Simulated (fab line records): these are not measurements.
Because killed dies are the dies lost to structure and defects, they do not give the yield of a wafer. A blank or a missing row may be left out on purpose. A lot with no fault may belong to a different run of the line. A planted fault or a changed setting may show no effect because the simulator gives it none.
Code-filled problem report in 8D (eight disciplines) form	flow gf180mcu	the parts of the form that need people (team, actions taken, sign-off) are left out

## 1. THE ISSUE
chamber-pressure-pa at GF_M4_SPUTTER_04 reads a mean of 0.3519 Pa on 1 wafer of 1 lot; wafers without a fault read 0.4001 Pa with a standard deviation of 0.00087. Measured from the usual mean, that is -55 standard deviations.
The step: material TiN, target thk 50 nm, time 41.7 s.
The first sign was on wafer L885.4 at day 27 23:13, on pvd-sputter-02. Wafers with a number at this step in the record: 15, from 5 lots. Rule for "out", or "out of limits": more than 4 standard deviations from the usual mean. All remaining wafers that have a number are taken as sound.

## 2. WHAT IT IS; WHAT IT IS NOT
question	is	is not
which readings at this step	chamber-pressure-pa	-
which lots	L885	L874, L879, L890, L891
which wafers of those lots	L885.4	L885.2, L885.6
read on which tools	pvd-sputter-02	pvd-sputter-01, pvd-sputter-03
when	from day 27 23:13	up to then (8 sound wafers); but 6 sound wafers of L890, L891 came after

## 3. SUSPECTS, AND WHAT RULES EACH OUT
Counting: a tool at a process step up to the reading stays a suspect if it ran every lot that is out. Sound lots after the first of them don't rule it out here, since some wafers of a struck lot are sound.
- cmp-01 at GF_V3_CMP_26 (polishes, stops on SiO2, t overpolish 15 s, target thk 0 nm): kept. It ran the lot that is out, L885 (day 27 22:44); its last sound lot up to then is L879 (day 25 22:23).
- pvd-sputter-02 at GF_M4_SPUTTER_00 (material Ti, target thk 37.5 nm, time 150 s): kept. It ran the lot that is out, L885 (day 27 23:02); its last sound lot up to then is L874 (day 23 13:38).
- pvd-sputter-02 at GF_M4_SPUTTER_04 (material TiN, target thk 50 nm, time 41.7 s): kept. It ran the lot that is out, L885 (day 27 23:13); its last sound lot up to then is L874 (day 23 13:49). Its own readings are out on those wafers: chamber-pressure-pa.
- In cmp-01 at GF_V3_CMP_26, the wafers that are out were processed in chamber 1 and their sound lot-mates in chambers 2, 3.
Still standing after the count: cmp-01 at GF_V3_CMP_26, pvd-sputter-02 at GF_M4_SPUTTER_00, pvd-sputter-02 at GF_M4_SPUTTER_04.

## 4. THE CAUSE (what the simulator had put in)
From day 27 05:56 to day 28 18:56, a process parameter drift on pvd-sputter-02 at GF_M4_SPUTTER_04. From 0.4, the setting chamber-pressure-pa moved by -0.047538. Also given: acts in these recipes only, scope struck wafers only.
This tool is one of the 3 suspects left after counting.

## 5. THE EFFECT CHAIN, in route order
Each row: a reading where the mean over the struck wafers with a number is more than 3 standard deviations away from the usual. Only readings for which the record gives a usual standard deviation are gone through. hours: the time from each lot's start at the first step in this table that gives one to its start at this step, as a median over the lots. sigmas: the change in usual standard deviations.
hours	step	reading	usual	on struck wafers	change	sigmas
0	GF_M4_SPUTTER_04	chamber-pressure-pa	0.4001 Pa	0.3519	-0.0482	-55
Here are the process steps it includes:
- GF_M4_SPUTTER_04: material TiN, target thk 50 nm, time 41.7 s.
Later steps that measure or inspect, where all struck wafers having a row at the step show a number for every such reading and not one has moved that far: GF_M4_RS_MEAS_05, GF_M4_THK_MEAS_06, GF_M4_CD_MEAS_14, GF_M4_OVL_MEAS_15, GF_V4_THK_MEAS_01, GF_V4_THK_MEAS_03, GF_V4_BOW_MEAS_05.

## 6. WHAT WOULD HAVE CAUGHT IT SOONER
In this record no reading fell out of limits until day 27 23:13, 17 hours after the fault had begun at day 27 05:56.
